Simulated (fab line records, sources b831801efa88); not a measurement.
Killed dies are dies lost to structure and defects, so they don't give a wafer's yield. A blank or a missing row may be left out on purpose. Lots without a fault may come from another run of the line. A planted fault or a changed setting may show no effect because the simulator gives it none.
Which tool did it? | flow sky130 | 6 lots, 18 wafers sampled, at 5 steps of a route of 708

WHAT THE GAUGES READ, wafer by wafer
SKY_VIA3_THK_MEAS_01.
lot  | measured     | on            | VIA3_HDPCVD_THK (nm)
L943 | day 38 20:14 | film_metro-01 | 3255 3266 3251 3255 3265 3251
L948 | day 40 19:26 | film_metro-04 | 3248 3259 3251 3247 3257 3249
L956 | day 43 05:02 | film_metro-01 | 1634 1645 1629
L959 | day 43 11:14 | film_metro-02 | 1638 1652 1648
L963 | day 44 05:44 | film_metro-01 | 1662 1632 1650
L965 | day 45 02:17 | film_metro-02 | 1647 1658 1649

WHICH TOOL RAN EACH LOT (tool, then ch and the chambers of the sampled wafers, then the start)
lot  | SKY_LI_CONTACT_ETCH_14             | SKY_LOCAL_INTERCONNECT_SPUTTER_00 | SKY_CONTACT_CVD_24            | SKY_VIA3_HDPCVD_00
L943 | rie_diel-03 ch 0,1, day 29 06:14   | pvd_sputter-03, day 29 07:29      | cvd_w-02 ch 0,1, day 31 18:25 | hdpcvd-01 ch 0,2, day 38 19:40
L948 | rie_diel-02 ch 0,2,3, day 31 13:59 | pvd_sputter-03, day 31 15:10      | cvd_w-01 ch 0,1, day 33 23:10 | hdpcvd-01 ch 0,1,2, day 40 18:55
L956 | rie_diel-02 ch 0,1, day 34 07:04   | pvd_sputter-03, day 34 08:14      | cvd_w-02 ch 0, day 36 15:56   | hdpcvd-02 ch 1,2, day 43 04:52
L959 | rie_diel-02 ch 1,2, day 34 13:32   | pvd_sputter-03, day 34 14:43      | cvd_w-02 ch 0,1, day 36 23:05 | hdpcvd-02 ch 0,2, day 43 11:02
L963 | rie_diel-04 ch 1,2,3, day 35 13:38 | pvd_sputter-04, day 35 15:01      | cvd_w-02 ch 0,1, day 37 21:56 | hdpcvd-02 ch 0,1,2, day 44 05:34
L965 | rie_diel-02 ch 0,1, day 36 10:52   | pvd_sputter-02, day 36 12:01      | cvd_w-01 ch 1, day 38 19:10   | hdpcvd-02 ch 0,1,2, day 45 02:07
- SKY_LI_CONTACT_ETCH_14: etches BARC in N2/H2, stops on SiO2, time 45.9 s, target depth 60 nm.
- SKY_LOCAL_INTERCONNECT_SPUTTER_00: material TiN, target thk 100 nm, time 83.3 s.
- SKY_CONTACT_CVD_24: deposits W, target thk 340 nm, time 102.12 s.
- SKY_VIA3_HDPCVD_00: deposits SiO2, target thk 1635 nm, time 272.5 s.

THE ANSWER, worked out from the rows above alone
Rule: what is usual is taken from the lots themselves. Put in order of their means at a reading, lots are off if they are a third of the lots or fewer, leave a main group of 4 or more, and stand apart from it by a gap of 3 or more times the standard deviation of the main group's means; of several such gaps the widest counts. A main group whose means are all the same, to the digits that the tables above print for the reading, isn't used. A lot without any number at a reading at which 4 lots or more have one is off too. The other lots that the step has rows for count as sound.
Off: L943, L948, at SKY_VIA3_THK_MEAS_01 (VIA3_HDPCVD_THK). The main group: mean 1645 nm, standard deviation 5.7.
A tool fits if, at a process step before that reading, it ran every lot that is off, and no sound lot after the first of them. The gauges at SKY_VIA3_THK_MEAS_01 are tried like those tools. One fits: hdpcvd-01 at SKY_VIA3_HDPCVD_00. It ran no sound lot before its first lot that is off in this sample, so the start can't be narrowed down.

WHAT THE SIMULATOR HAD PUT IN
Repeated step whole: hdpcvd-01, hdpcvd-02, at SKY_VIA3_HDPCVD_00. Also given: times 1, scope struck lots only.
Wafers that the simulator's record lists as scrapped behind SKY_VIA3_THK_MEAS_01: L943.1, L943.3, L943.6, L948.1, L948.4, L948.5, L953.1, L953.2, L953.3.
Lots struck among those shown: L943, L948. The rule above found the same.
